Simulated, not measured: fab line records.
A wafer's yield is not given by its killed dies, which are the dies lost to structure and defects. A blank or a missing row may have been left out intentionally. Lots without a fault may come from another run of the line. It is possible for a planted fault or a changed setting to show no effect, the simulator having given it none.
Problem report, 8D (eight disciplines) form, completed by code | flow gf180mcu | the parts of the form that need people (team, actions taken, sign-off) are left out

1. WHAT WENT WRONG
Mean DNWELL_TW at GF_DNWELL_TW_MEAS_09: 31 over 6 wafers in 2 lots; fault-free wafers: 1350, standard deviation 10. That is -99 or more standard deviations from the usual mean.
Earliest sighting: wafer L318.2 on film-metro-03 at day 6 07:58. The record holds 42 wafers of 14 lots with a number at this step. Rule for "out", or "out of limits": more than 4 standard deviations from the usual mean. All remaining wafers that have a number are taken as sound.

2. WHAT IT IS, WHAT IT ISN'T
question                    | is                           | is not
which readings at this step | DNWELL_TW                    | -
which lots                  | L318, L319                   | L302, L303, L305, L306, L307, L309, L311, L312, L313, L314, L324, L325
which wafers of those lots  | all that have a number       | -
read on which gauges        | film-metro-03, film-metro-04 | film-metro-02
when                        | from day 6 07:58             | up to then (30 sound wafers); but 6 sound wafers of L324, L325 came after

3. SUSPECTS, AND WHAT RULES EACH OUT
Counting: a tool at any process step up to the reading remains a suspect when it ran all the lots that are out and ran no sound lot after the first of those.
- ruled out: the gauge at GF_DNWELL_TW_MEAS_09. The wafers that are out were read on 2 gauges (film-metro-03, film-metro-04).
- litho-track-04 at GF_STI_SOFTBAKE_08 (time 61.59 s): kept. All lots that are out passed through it, beginning with L318 at day 5 05:43, and no sound lot followed; its final sound lot before that point was L314 at day 4 08:35.
- iline-stepper-02 at GF_DNWELL_EXPOSE_04 (exposes mask DNWELL, target cd 1700 nm): ruled out as a lasting fault. After its first lot that is out, L318 (day 6 01:05), sound lots L324, L325 ran on it.
Remaining after the count: litho-track-04 at GF_STI_SOFTBAKE_08.

4. THE CAUSE (what the simulator had put in)
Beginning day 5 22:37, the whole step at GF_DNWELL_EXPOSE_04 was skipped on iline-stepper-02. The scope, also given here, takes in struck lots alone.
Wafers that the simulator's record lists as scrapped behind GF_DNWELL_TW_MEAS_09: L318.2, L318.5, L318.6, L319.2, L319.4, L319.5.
It was ruled out by counting, in error; the rule expects a fault to strike all lots run on its tool from its start on, and this fault did not.

5. THE EFFECT CHAIN, in route order
One row per reading whose mean, taken over the struck wafers that have a number, lies over 3 standard deviations from the usual. Scope: only readings with a usual standard deviation given in the record; hours: median across lots of the time from each lot's start at the first step in this table that gives one to its start at this step; sigmas: change in usual standard deviations.
hours | step                 | reading   | usual | on struck wafers | change | sigmas
0     | GF_DNWELL_TW_MEAS_09 | DNWELL_TW | 1350  | 31               | -1319  | -99 or more
Readings that are blank on the struck wafers while sound wafers have them: exposure-dose-mJ-cm2 at GF_DNWELL_EXPOSE_04; focus-offset-nm at GF_DNWELL_EXPOSE_04.

6. HOW IT WOULD HAVE BEEN CAUGHT EARLIER
9 hours passed between the start of the fault at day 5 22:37 and the first reading out of limits at a measuring or inspecting step in this record, taken at day 6 07:58.
At GF_DNWELL_EXPOSE_04 the tool's readings are blank on the struck wafers, where sound wafers have them: an empty tool record is the first sign, and it was there at once.
